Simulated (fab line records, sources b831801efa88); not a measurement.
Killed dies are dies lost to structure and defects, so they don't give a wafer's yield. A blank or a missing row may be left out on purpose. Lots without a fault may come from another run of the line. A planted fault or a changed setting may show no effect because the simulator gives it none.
A struck lot beside a sound one | flow sky130 | 25 steps out of a route of 708
Sound: wafers L892.3, L892.5, L892.6. Struck: wafers L897.1, L897.3, L897.6. The cause comes at the end.
At each step with rows: each side's tool, then ch and its chambers, then its first start. Under that, the readings that differ: sound wafers | struck wafers | difference of the means | sigmas: that difference in standard deviations of wafers without a fault.
alike: readings whose means differ by less than 2 such deviations, and words and numbers that are the same on both sides. not compared: withheld readings, readings that some wafer has no value for, bounds like >300 that may hide the same value, and numbers for which the record gives no deviation and whose values overlap.
The two part at a step that has a row with sigmas, a row that says differs or no value, or rows on one side only. Numbers that don't overlap but have no deviation are shown without sigmas and don't part them. A reading that every wafer of one side lacks parts them only if that side has two wafers or more.

first, 7 steps without rows for these wafers: SKY_FIELD_ISO_HMDS_06 (prime time 60 s); SKY_FIELD_ISO_COAT_07 (resist thk 60 nm); SKY_FIELD_ISO_COAT_08 (resist thk 450 nm); SKY_FIELD_ISO_SOFTBAKE_09 (time 90 s); SKY_FIELD_ISO_EXPOSE_10 (exposes mask FOM, target cd 150 nm); SKY_FIELD_ISO_PEB_11; SKY_FIELD_ISO_DEVELOP_12 (develop time 60 s).
SKY_FIELD_ISO_CD_MEAS_13: target cd 150 nm.
  sound on cd_sem-02, day 4 03:04; struck on cd_sem-02, day 5 04:26
  alike: cd_nm
SKY_FIELD_ISO_ETCH_14: etches BARC in N2/H2, stops on SiO2, time 45.9 s, target depth 60 nm.
  sound on rie_diel-04 ch 0,3, day 4 03:09; struck on rie_diel-03 ch 0,2, day 5 04:33
  alike: bias_w, drypump_motor_current_A, oes_product_au, run_length_s, throttle_valve_pct
  not compared: rf_hours_counter_h
SKY_FIELD_ISO_ETCH_15: etches the open film in CHF3/O2, stops on Si, target depth 180 nm, time 72 s.
  sound on rie_diel-04 ch 0,3, day 4 03:11; struck on rie_diel-03 ch 0,2, day 5 04:35
  alike: bias_w, chf3_flow_sccm, drypump_motor_current_A, oes_product_au, run_length_s, throttle_valve_pct
  not compared: rf_hours_counter_h
SKY_FIELD_ISO_STRIP_16: strips in O2/N2.
  sound on plasma_asher-02 ch 0,1, day 4 03:17; struck on plasma_asher-01 ch 0,1, day 5 04:39
  alike: drypump_motor_current_A, oes_product_au, strip_time_to_endpoint_s
  not compared: rf_hours_counter_h
SKY_FIELD_ISO_ETCH_17: etches Si in HBr/Cl2/O2, target depth 342 nm, time 97.7 s.
  sound on rie_si-02 ch 1,2,3, day 4 03:21; struck on rie_si-02 ch 1,2,3, day 5 04:45
  alike: bias_w, drypump_motor_current_A, oes_product_au, run_length_s, throttle_valve_pct
  not compared: rf_hours_counter_h
SKY_FIELD_ISO_WET_ETCH_18: etches Si3N4 in H3PO4, target depth 25 nm, time 286 s.
  sound on wet_bench-02 ch 1, day 4 03:25; struck on wet_bench-03 ch 0, day 5 04:49
  reading                                     | sound             | struck            | difference | sigmas
  run_length_s (s)                            | 312 312 312       | 447 447 447       | +135       | +36
  model.Si3N4_of_FIELD_ISO_CVD_03.thk_nm (nm) | 126.6 125.9 127.2 | 111.4 111.4 110.9 | -15.3      |
  alike: bath_heat_duty_pct
then, 4 steps without rows for these wafers: SKY_FIELD_ISO_CLEAN_19 (cleans in SC1/SC2, time 150 s); SKY_FIELD_ISO_CLEAN_20 (cleans in dHF, time 20 s); SKY_FIELD_ISO_WET_ETCH_21 (etches SiO2 in dHF, target depth 20 nm, time 400 s); SKY_FIELD_ISO_OXIDATION_22 (stabilise 600 s, purge 300 s, target thk 10 nm).
SKY_FIELD_ISO_THK_MEAS_23:
  sound on film_metro-03, day 4 05:45; struck on film_metro-04, day 5 09:48
  alike: FIELD_ISO_OXIDATION_01_THK
then, 1 step without rows for these wafers: SKY_FIELD_ISO_CVD_24 (deposits SiO2, target thk 595 nm, time 99.2 s).
SKY_FIELD_ISO_THK_MEAS_25:
  sound on film_metro-04, day 4 05:53; struck on film_metro-03, day 5 09:56
  alike: FIELD_ISO_CVD_24_THK
then, 1 step without rows for these wafers: SKY_FIELD_ISO_ANNEAL_26 (time 1800 s).
SKY_FIELD_ISO_CMP_27: polishes, stops on Si3N4, t overpolish 16 s, target thk 457.8 nm.
  sound on cmp-01 ch 2,3, day 4 07:29; struck on cmp-02 ch 1,2, day 5 16:18
  reading             | sound          | struck         | difference | sigmas
  motor_current_A (A) | 10.9 11.4 11.0 | 14.4 13.7 14.5 | +3.1       | +3
  alike: head_pressure_psi
SKY_FIELD_ISO_WET_ETCH_28: etches SiO2 in dHF, target depth 23.7 nm, time 47 s.
  sound on wet_bench-01 ch 0, day 4 07:44; struck on wet_bench-02 ch 0, day 5 16:36
  reading                                     | sound           | struck          | difference | sigmas
  run_length_s (s)                            | 73 73 73        | 80 80 80        | +7         | +2
  model.Si3N4_of_FIELD_ISO_CVD_03.thk_nm (nm) | 120.6 120 121.2 | 105.4 105.4 105 | -15.3      |
  alike: bath_heat_duty_pct
then, 1 step without rows for these wafers: SKY_FIELD_ISO_WET_ETCH_29 (etches Si3N4 in H3PO4, target depth 160 nm, time 1825 s).
-- the record jumps here: 43 days lie between the struck wafers' starts before and after (it left off in module FIELD_ISO and takes up again in module PAD_OPEN, whose first step shown is number 708 of the route) --
SKY_PAD_OPEN_PROBE_99:
  sound on prober-01, day 47 20:58; struck on prober-02, day 49 02:28
  reading                          | sound                       | struck                        | difference | sigmas
  model.etest.pfet_16v.r_on_ohm_um | 1.506e+04 1.528e+04 1.5e+04 | 1.471e+04 1.466e+04 1.478e+04 | -3.967e+02 |
  model.etest.field_p.vt_v (V)     | -40.5 -41.03 -40.46         | -37.29 -37.88 -38.61          | +2.74      |
  model.etest.field_n.vt_v (V)     | 36.09 36.29 36.09           | 33.73 34.06 34.67             | -2.00      |
  alike: killed_at_M0_to_M3, killed_at_M4_up, killed_at_contacts, killed_at_front_end, killed_at_other, killed_dies, killed_open, killed_short
  not compared: model.etest.cap_li_to_poly.c_af_um2, model.etest.cap_poly_to_well.c_af_um2, model.etest.sram_nfet_pass.off_log10_a_um

WHERE THEY PART
First at SKY_FIELD_ISO_WET_ETCH_18; last, within this record, at SKY_FIELD_ISO_WET_ETCH_28. Later steps at which nothing parts them and some readings are alike: SKY_PAD_OPEN_PROBE_99.

WHY: what the simulator had put in
Process parameter drift: wet_bench-03, from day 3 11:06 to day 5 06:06, at SKY_FIELD_ISO_WET_ETCH_18. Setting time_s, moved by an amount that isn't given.
